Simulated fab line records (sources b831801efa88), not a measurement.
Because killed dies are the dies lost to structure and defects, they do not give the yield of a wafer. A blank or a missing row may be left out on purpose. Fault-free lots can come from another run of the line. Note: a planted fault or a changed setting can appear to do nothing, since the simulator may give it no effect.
The tool behind it: which one?    flow sfq_line    at 1 step of a route of 325, 15 lots with 45 wafers sampled

== WHAT EACH GAUGE READ, for each wafer ==
Not one reading of a measure or inspect step in the record can be checked against a usual standard deviation.

== WHICH TOOL RAN EACH LOT (tool, then ch and the chambers of the sampled wafers, then the start) ==
lot   SFQ_TRILAYER_I4_VIA_LITHO_PEB_106
L920  litho_track-04 ch 0, day 37 02:20
L922  litho_track-01 ch 0, day 43 10:05
L923  litho_track-01 ch 0, day 43 11:17
L924  litho_track-04 ch 0, day 43 12:32
L925  litho_track-01 ch 0, day 45 02:15
L926  litho_track-03 ch 0, day 51 06:26
L927  litho_track-04 ch 0, day 52 08:38
L930  litho_track-04 ch 0, day 53 07:22
L931  litho_track-04 ch 0, day 53 15:50
L932  litho_track-04 ch 0, day 53 17:01
L938  litho_track-01 ch 0, day 56 16:56
L940  litho_track-01 ch 0, day 57 13:19
L941  litho_track-04 ch 0, day 57 15:43
L942  litho_track-01 ch 0, day 58 03:16
L943  litho_track-01 ch 0, day 58 06:53
- SFQ_TRILAYER_I4_VIA_LITHO_PEB_106: peb time 60 s.

== AS READ BY THE TOOLS THEMSELVES (means over the sampled wafers that have a number; for cases with no such wafer, the mark the record gives instead) ==
SFQ_TRILAYER_I4_VIA_LITHO_PEB_106.
lot   tool            heater_power_total_W (W)
L920  litho_track-04  79.15
L922  litho_track-01  79.20
L923  litho_track-01  79.18
L924  litho_track-04  79.18
L925  litho_track-01  79.15
L926  litho_track-03  79.20
L927  litho_track-04  79.17
L930  litho_track-04  85.18
L931  litho_track-04  85.23
L932  litho_track-04  85.20
L938  litho_track-01  79.11
L940  litho_track-01  79.15
L941  litho_track-04  79.14
L942  litho_track-01  79.08
L943  litho_track-01  79.16

== THE ANSWER, worked out from the rows above alone ==
Rule: what is usual is taken from the lots themselves. Put in order of their means at a reading, lots are off if they are a third of the lots or fewer, leave a main group of 4 or more, and stand apart from it by a gap of 3 or more times the standard deviation of the main group's means; of several such gaps the widest counts. A main group whose means are all the same, to the digits that the tables above print for the reading, isn't used. Also off: a lot with no number at a reading for which 4 or more lots have one. Where the step has rows for the other lots, those lots are counted as sound. The gauges are gone through in route order, then the tools' own readings, and for those a lot's mean is taken as printed above. The first step at which some lot is off is used, and at that step the reading that is off furthest; a lot without a number counts as furthest.
Off: L930, L931, L932 (SFQ_TRILAYER_I4_VIA_LITHO_PEB_106, heater_power_total_W). For the main group the mean is 79.16 W and the standard deviation 0.034.
If a tool, at that step or one of the process steps before it, ran each lot that is off and ran no sound lot following the first of them, it fits. Of those tried, none fits.

== WHAT HAD BEEN PUT IN BY THE SIMULATOR ==
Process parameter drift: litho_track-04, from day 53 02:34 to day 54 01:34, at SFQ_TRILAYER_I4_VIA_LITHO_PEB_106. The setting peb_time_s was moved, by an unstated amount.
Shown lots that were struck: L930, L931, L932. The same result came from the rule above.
